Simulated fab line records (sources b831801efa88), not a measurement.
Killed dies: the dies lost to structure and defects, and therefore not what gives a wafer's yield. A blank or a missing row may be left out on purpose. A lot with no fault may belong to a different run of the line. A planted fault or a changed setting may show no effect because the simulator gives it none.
Matching of chambers || flow gf180mcu || 4 sister chambers for GF_PASSIVATION_ETCH_11 on rie_diel-03
The step etches the open film in CF4/O2, stops on TiN, target depth 1800 nm, time 400 s. 15 wafers are shown with their chamber, then 7 later ones without.

WAFERS, EACH WITH ITS CHAMBER
{"wafer": "L670.3", "chamber": 3, "drypump_motor_current_A (A)": 5.94, "oes_product_au (a.u.)": 0.964, "throttle_valve_pct (%)": 5.973}
{"wafer": "L670.5", "chamber": 1, "drypump_motor_current_A (A)": 5.33, "oes_product_au (a.u.)": 0.961, "throttle_valve_pct (%)": 5.969}
{"wafer": "L670.6", "chamber": 2, "drypump_motor_current_A (A)": 6.05, "oes_product_au (a.u.)": 0.959, "throttle_valve_pct (%)": 5.955}
{"wafer": "L671.2", "chamber": 3, "drypump_motor_current_A (A)": 5.94, "oes_product_au (a.u.)": 0.951, "throttle_valve_pct (%)": 5.964}
{"wafer": "L671.4", "chamber": 2, "drypump_motor_current_A (A)": 6.03, "oes_product_au (a.u.)": 0.961, "throttle_valve_pct (%)": 5.966}
{"wafer": "L671.5", "chamber": 2, "drypump_motor_current_A (A)": 6.04, "oes_product_au (a.u.)": 0.971, "throttle_valve_pct (%)": 5.985}
{"wafer": "L673.1", "chamber": 3, "drypump_motor_current_A (A)": 5.95, "oes_product_au (a.u.)": 0.954, "throttle_valve_pct (%)": 5.945}
{"wafer": "L673.2", "chamber": 1, "drypump_motor_current_A (A)": 5.35, "oes_product_au (a.u.)": 0.964, "throttle_valve_pct (%)": 5.957}
{"wafer": "L673.4", "chamber": 2, "drypump_motor_current_A (A)": 6.00, "oes_product_au (a.u.)": 0.965, "throttle_valve_pct (%)": 5.948}
{"wafer": "L674.1", "chamber": 3, "drypump_motor_current_A (A)": 5.92, "oes_product_au (a.u.)": 0.962, "throttle_valve_pct (%)": 5.966}
{"wafer": "L674.2", "chamber": 0, "drypump_motor_current_A (A)": 5.64, "oes_product_au (a.u.)": 0.964, "throttle_valve_pct (%)": 5.974}
{"wafer": "L674.4", "chamber": 1, "drypump_motor_current_A (A)": 5.35, "oes_product_au (a.u.)": 0.954, "throttle_valve_pct (%)": 5.964}
{"wafer": "L677.1", "chamber": 0, "drypump_motor_current_A (A)": 5.63, "oes_product_au (a.u.)": 0.974, "throttle_valve_pct (%)": 5.964}
{"wafer": "L677.4", "chamber": 3, "drypump_motor_current_A (A)": 5.96, "oes_product_au (a.u.)": 0.976, "throttle_valve_pct (%)": 5.959}
{"wafer": "L677.5", "chamber": 0, "drypump_motor_current_A (A)": 5.64, "oes_product_au (a.u.)": 0.963, "throttle_valve_pct (%)": 5.964}

SIGNATURES, as means of the wafers listed above
{"reading": "drypump_motor_current_A", "chamber 0": 5.6367, "chamber 1": 5.3433, "chamber 2": 6.0300, "chamber 3": 5.9420, "scatter within a chamber": 0.0154}
{"reading": "oes_product_au", "chamber 0": 0.96700, "chamber 1": 0.95967, "chamber 2": 0.96400, "chamber 3": 0.96140, "scatter within a chamber": 0.00735}
{"reading": "throttle_valve_pct", "chamber 0": 5.96733, "chamber 1": 5.96333, "chamber 2": 5.96350, "chamber 3": 5.96140, "scatter within a chamber": 0.0111}
Rule: for a wafer and a chamber, the distance is found by dividing, reading by reading, the gap between the wafer's reading and the chamber's mean by the reading's scatter, squaring, summing and taking the root. The wafer belongs to the nearest chamber; if the next one is less than 2 further off, it can't be placed. The scatter is the square root of a quotient: the sum, over the shown wafers, of each reading's squared deviation from its chamber's mean, divided by wafers minus chambers.

WAFERS WHOSE CHAMBER IS MISSING
{"wafer": "L680.2", "drypump_motor_current_A (A)": 6.03, "oes_product_au (a.u.)": 0.954, "throttle_valve_pct (%)": 5.950}
{"wafer": "L680.4", "drypump_motor_current_A (A)": 5.33, "oes_product_au (a.u.)": 0.956, "throttle_valve_pct (%)": 5.951}
{"wafer": "L682.1", "drypump_motor_current_A (A)": 5.62, "oes_product_au (a.u.)": 0.957, "throttle_valve_pct (%)": 5.949}
{"wafer": "L682.3", "drypump_motor_current_A (A)": 6.02, "oes_product_au (a.u.)": 0.958, "throttle_valve_pct (%)": 5.960}
{"wafer": "L689.1", "drypump_motor_current_A (A)": 5.63, "oes_product_au (a.u.)": 0.961, "throttle_valve_pct (%)": 5.957}
{"wafer": "L689.4", "drypump_motor_current_A (A)": 5.97, "oes_product_au (a.u.)": 0.972, "throttle_valve_pct (%)": 5.960}
{"wafer": "L689.5", "drypump_motor_current_A (A)": 5.36, "oes_product_au (a.u.)": 0.956, "throttle_valve_pct (%)": 5.951}

WHICH CHAMBER EACH ONE RAN IN
{"wafer": "L680.2", "from the rows above": 2, "in truth": 2}
{"wafer": "L680.4", "from the rows above": 1, "in truth": 1}
{"wafer": "L682.1", "from the rows above": 0, "in truth": 0}
{"wafer": "L682.3", "from the rows above": 2, "in truth": 2}
{"wafer": "L689.1", "from the rows above": 0, "in truth": 0}
{"wafer": "L689.4", "from the rows above": "can't be placed: 3 or 2", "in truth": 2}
{"wafer": "L689.5", "from the rows above": 1, "in truth": 1}
Correct placement for 6 of the 7. These rows do not allow placing 1 (true chamber among the candidates in 1). 0 placed wrongly.
